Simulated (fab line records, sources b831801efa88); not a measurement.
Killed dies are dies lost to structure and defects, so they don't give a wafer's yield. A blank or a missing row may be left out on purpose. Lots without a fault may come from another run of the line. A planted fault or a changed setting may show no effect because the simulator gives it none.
Which tool did it? | flow sfq_line | 15 lots, 43 wafers sampled, at 2 steps of a route of 325

WHAT THE GAUGES READ, wafer by wafer
SFQ_I3_BOW_MEAS_922. Usual: I3_BOW 3 um, standard deviation 8.5.
lot  | measured     | on            | I3_BOW (um) | flag
L914 | day 37 06:03 | film_metro-02 | 2 2 2       |
L915 | day 37 12:03 | film_metro-02 | -4 5 -5     |
L916 | day 37 19:13 | film_metro-01 | 1 -4 -12    |
L917 | day 38 00:25 | film_metro-02 | 5 19 7      |
L918 | day 38 10:37 | film_metro-01 | -3 3 -7     |
L921 | day 39 05:54 | film_metro-01 | 6 10 5      |
L922 | day 39 07:06 | film_metro-02 | -5 5 -5     |
L923 | day 40 00:37 | film_metro-02 | -2 0 -3     |
L925 | day 40 10:56 | film_metro-04 | -4 7        |
L926 | day 40 22:56 | film_metro-01 | -5 -5       |
L929 | day 43 13:42 | film_metro-02 | 6 12 25     |
L933 | day 45 09:07 | film_metro-04 | 15 26 7     |
L935 | day 46 09:14 | film_metro-01 | -10 9 6     |
L936 | day 46 16:16 | film_metro-01 | 2 11 5      |
L937 | day 47 01:14 | film_metro-04 | -11 -2 -2   |

WHICH TOOL RAN EACH LOT (tool, then ch and the chambers of the sampled wafers, then the start)
lot  | SFQ_TRILAYER_I2_VIA_BARC_OPEN_VIA_ETCH_096
L914 | rie_diel-01 ch 0,1, day 30 04:55
L915 | rie_diel-01 ch 0,3, day 30 12:07
L916 | rie_diel-03 ch 2,3, day 30 21:45
L917 | rie_diel-01 ch 0,2,3, day 31 03:15
L918 | rie_diel-01 ch 0,1, day 31 11:39
L921 | rie_diel-04 ch 1,2, day 32 17:39
L922 | rie_diel-03 ch 2,3, day 32 18:51
L923 | rie_diel-04 ch 2,3, day 33 10:07
L925 | rie_diel-04 ch 1, day 34 05:19
L926 | rie_diel-01 ch 0,3, day 34 14:55
L929 | rie_diel-01 ch 0,1,3, day 36 22:24
L933 | rie_diel-03 ch 0,3, day 38 11:26
L935 | rie_diel-03 ch 2,3, day 39 04:14
L936 | rie_diel-01 ch 0,2, day 39 13:58
L937 | rie_diel-03 ch 0,2,3, day 39 23:34
- SFQ_TRILAYER_I2_VIA_BARC_OPEN_VIA_ETCH_096: etches BARC in O2, target depth 125 nm, time 41.7 s.

WHAT THE TOOLS THEMSELVES READ (means of the sampled wafers that have a number; where no wafer has one, the mark that the record gives instead)
SFQ_TRILAYER_I2_VIA_BARC_OPEN_VIA_ETCH_096. Usual: drypump_motor_current_A 5.8 A, standard deviation 0.44; oes_product_au 0.686 a.u., standard deviation 0.0046; run_length_s 70.1 s, standard deviation 0.38.
lot  | tool        | drypump_motor_current_A (A) | oes_product_au (a.u.) | run_length_s (s) | flag
L914 | rie_diel-01 | 5.5                         | 0.683                 | 69.9             |
L915 | rie_diel-01 | 6.3                         | 0.685                 | 69.8             |
L916 | rie_diel-03 | 5.8                         | 0.687                 | 70.5             |
L917 | rie_diel-01 | 6.1                         | 0.690                 | 70.1             |
L918 | rie_diel-01 | 5.5                         | 0.688                 | 70.1             |
L921 | rie_diel-04 | 5.4                         | 0.686                 | 70.0             |
L922 | rie_diel-03 | 5.8                         | 0.687                 | 70.4             |
L923 | rie_diel-04 | 5.6                         | 0.685                 | 70.0             |
L925 | rie_diel-04 | 5.3                         | 0.690                 | 69.8             |
L926 | rie_diel-01 | 6.2                         | 0.679                 | 70.2             |
L929 | rie_diel-01 | 5.9                         | 0.690                 | 70.0             |
L933 | rie_diel-03 | 5.5                         | 0.685                 | 70.4             |
L935 | rie_diel-03 | 5.7                         | 0.683                 | 70.6             |
L936 | rie_diel-01 | 5.7                         | 0.688                 | 70.0             |
L937 | rie_diel-03 | 5.6                         | 0.685                 | 70.4             |

THE ANSWER, worked out from the rows above alone
Rule: a lot is off if the mean of its wafers that have a number lies more than 3 standard deviations from the usual mean. A lot without any number at a reading at which 4 lots or more have one is off too. The other lots that the step has rows for count as sound. The gauges are gone through in route order, then the tools' own readings, and for those a lot's mean is taken as printed above. The first step at which some lot is off is used, and at that step the reading that is off furthest; a lot without a number counts as furthest.
No lot is off at any reading shown: from this, nothing can be told.

WHAT THE SIMULATOR HAD PUT IN
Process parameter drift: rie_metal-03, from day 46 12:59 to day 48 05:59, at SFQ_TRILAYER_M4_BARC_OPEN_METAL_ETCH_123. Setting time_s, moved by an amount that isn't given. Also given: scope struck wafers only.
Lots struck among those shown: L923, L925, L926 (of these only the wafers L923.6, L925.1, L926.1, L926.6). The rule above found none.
